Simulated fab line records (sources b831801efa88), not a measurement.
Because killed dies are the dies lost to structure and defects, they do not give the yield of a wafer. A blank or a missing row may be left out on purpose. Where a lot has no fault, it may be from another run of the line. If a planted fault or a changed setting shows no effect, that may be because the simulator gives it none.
The tool behind it: which one? -- flow sky130 -- 33 wafers from 11 lots sampled at 5 of the route's 708 steps

== WHAT EACH GAUGE READ, for each wafer ==
SKY_NWELL_OVL_MEAS_10. Usual: NWELL_00_OVL gives 0.1 nm (standard deviation 1.5).
lot,measured,on,NWELL_00_OVL (nm),flag
L487,day 4 11:34,overlay-01,0.0 0.7 1.6,
L488,day 4 17:44,overlay-02,-0.1 1.1 1.0,
L489,day 5 00:26,overlay-02,-2.9 -2.2 -3.3,
L491,day 5 10:28,overlay-02,1.7 -1.2 1.6,
L495,day 6 12:05,overlay-02,1.2 1.1 1.9,
L497,day 6 22:42,overlay-01,0.5 0.0 1.7,
L504,day 8 23:06,overlay-01,0.3 -0.8 0.5,
L505,day 9 06:40,overlay-02,-1.7 -2.7 -2.5,
L506,day 9 09:39,overlay-01,-1.7 -1.3 -1.6,
L507,day 9 15:52,overlay-02,1.1 3.4 3.2,
L510,day 10 02:52,overlay-02,-1.2 -3.1 -0.9,

SKY_NWELL_RS_MEAS_31: the measuring method here is four-point-probe. Usual: PWDE_RS gives 5276 ohm/sq (standard deviation 16).
lot,measured,on,PWDE_RS (ohm/sq),flag
L487,day 5 06:14,film_metro-02,5300 5286 5277,
L488,day 5 12:18,film_metro-04,5290 5280 5291,
L489,day 5 20:12,film_metro-04,5245 5237 5250,
L491,day 6 05:35,film_metro-03,5260 5277 5270,
L495,day 7 07:35,film_metro-04,5303 5281 5300,
L497,day 7 19:35,film_metro-03,5252 5268 5238,
L504,day 9 22:21,film_metro-02,5274 5262 5282,
L505,day 10 05:44,film_metro-02,5196 5214 5221 5195 5212 5214,OFF
L506,day 10 09:11,film_metro-04,5206 5206 5223 5202 5218 5223,OFF
L507,day 10 15:08,film_metro-02,5281 5259 5280,
L510,day 11 02:44,film_metro-03,5278 5272 5292,

== WHICH TOOL RAN EACH LOT (tool, then ch and the chambers of the sampled wafers, then the start) ==
lot,SKY_FIELD_ISO_ETCH_15,SKY_DNWELL_STRIP_08,SKY_PWDE_IMPLANT_08
L487,"rie_diel-02 ch 0,1, day 2 05:35","plasma_asher-04 ch 1, day 3 03:23","implanter-01 ch 0, day 3 18:41"
L488,"rie_diel-04 ch 1,3, day 2 11:20","plasma_asher-02 ch 1, day 3 08:38","implanter-01 ch 0, day 4 01:26"
L489,"rie_diel-03 ch 1,3, day 2 16:56","plasma_asher-02 ch 0,1, day 3 15:39","implanter-02 ch 0, day 4 07:56"
L491,"rie_diel-03 ch 1,3, day 3 00:49","plasma_asher-01 ch 0, day 4 01:21","implanter-02 ch 0, day 4 17:08"
L495,"rie_diel-03 ch 1,2,3, day 3 22:01","plasma_asher-04 ch 0,1, day 5 00:17","implanter-02 ch 0, day 5 18:31"
L497,"rie_diel-02 ch 0,1,2, day 4 09:07","plasma_asher-01 ch 0,1, day 5 10:26","implanter-01 ch 0, day 6 04:07"
L504,"rie_diel-04 ch 0,2,3, day 5 20:52","plasma_asher-02 ch 1, day 7 05:59","implanter-03 ch 0, day 8 02:26"
L505,"rie_diel-04 ch 0,2, day 6 02:20","plasma_asher-02 ch 0,1, day 7 12:53","implanter-01 ch 0, day 8 09:29"
L506,"rie_diel-04 ch 1,2,3, day 6 06:04","plasma_asher-02 ch 0,1, day 7 15:32","implanter-01 ch 0, day 8 11:38"
L507,"rie_diel-02 ch 0,2,3, day 6 16:02","plasma_asher-02 ch 0,1, day 7 21:06","implanter-02 ch 0, day 8 17:29"
L510,"rie_diel-03 ch 0,3, day 7 06:08","plasma_asher-01 ch 0, day 8 08:32","implanter-02 ch 0, day 9 05:32"
- SKY_FIELD_ISO_ETCH_15: etches the open film in CHF3/O2, stops on Si, target depth 180 nm, time 72 s.
- SKY_DNWELL_STRIP_08: strips in O2/N2.
- SKY_PWDE_IMPLANT_08

== AS READ BY THE TOOLS THEMSELVES (means over the sampled wafers that have a number; for cases with no such wafer, the mark the record gives instead) ==
SKY_FIELD_ISO_ETCH_15. Usual: drypump_motor_current_A 5.57 A, standard deviation 0.24; oes_product_au 0.945 a.u., standard deviation 0.0071; throttle_valve_pct 8.844 %, standard deviation 0.0095.
lot,tool,drypump_motor_current_A (A),oes_product_au (a.u.),throttle_valve_pct (%),flag
L487,rie_diel-02,5.58,0.954,8.835,
L488,rie_diel-04,5.50,0.941,8.844,
L489,rie_diel-03,5.76,0.956,8.845,
L491,rie_diel-03,5.79,0.941,8.837,
L495,rie_diel-03,5.70,0.940,8.849,
L497,rie_diel-02,5.53,0.945,8.840,
L504,rie_diel-04,5.43,0.938,8.847,
L505,rie_diel-04,5.42,0.943,8.857,
L506,rie_diel-04,5.48,0.952,8.844,
L507,rie_diel-02,5.42,0.939,8.838,
L510,rie_diel-03,5.85,0.937,8.836,

SKY_DNWELL_STRIP_08. Usual: drypump_motor_current_A 5.6 A, standard deviation 0.46; oes_product_au 0.722 a.u., standard deviation 0.005; strip_time_to_endpoint_s 36.94 s, standard deviation 0.11.
lot,tool,drypump_motor_current_A (A),oes_product_au (a.u.),strip_time_to_endpoint_s (s),flag
L487,plasma_asher-04,5.5,0.720,37.00,
L488,plasma_asher-02,4.8,0.723,36.78,
L489,plasma_asher-02,5.1,0.725,36.69,
L491,plasma_asher-01,6.1,0.725,36.93,
L495,plasma_asher-04,5.7,0.719,36.92,
L497,plasma_asher-01,5.8,0.726,36.98,
L504,plasma_asher-02,4.8,0.719,36.98,
L505,plasma_asher-02,5.5,0.725,36.90,
L506,plasma_asher-02,5.1,0.723,36.94,
L507,plasma_asher-02,5.5,0.727,37.00,
L510,plasma_asher-01,6.1,0.721,37.01,

SKY_PWDE_IMPLANT_08. Usual: beam_energy_keV 150.01, standard deviation 0.046.
lot,tool,beam_energy_keV,flag
L487,implanter-01,150.04,
L488,implanter-01,149.99,
L489,implanter-02,149.99,
L491,implanter-02,150.07,
L495,implanter-02,150.01,
L497,implanter-01,150.01,
L504,implanter-03,149.95,
L505,implanter-01,186.22,OFF
L506,implanter-01,186.19,OFF
L507,implanter-02,149.98,
L510,implanter-02,149.94,

== THE ANSWER, worked out from the rows above alone ==
Rule: a lot is off if the mean of its wafers that have a number lies more than 3 standard deviations from the usual mean. Also off: a lot with no number at a reading for which 4 or more lots have one. All remaining lots with rows at the step are treated as sound. Order of review: gauges by route order, followed by the tools' own readings, for which a lot's mean as printed above is used. The first step at which some lot is off is used, and at that step the reading that is off furthest; a lot without a number counts as furthest.
Off: L505, L506, seen at SKY_NWELL_RS_MEAS_31 (PWDE_RS).
A tool fits if, at a process step before that reading, it ran every lot that is off, and no sound lot after the first of them. The gauges at SKY_NWELL_RS_MEAS_31 aren't tried: what is off there is off at SKY_PWDE_IMPLANT_08 too, on other tools, and a gauge's error can't cause that. This does not decide it: 2 tools fit, namely rie_diel-04 at SKY_FIELD_ISO_ETCH_15 and implanter-01 at SKY_PWDE_IMPLANT_08.

== WHAT THE SIMULATOR HAD PUT IN ==
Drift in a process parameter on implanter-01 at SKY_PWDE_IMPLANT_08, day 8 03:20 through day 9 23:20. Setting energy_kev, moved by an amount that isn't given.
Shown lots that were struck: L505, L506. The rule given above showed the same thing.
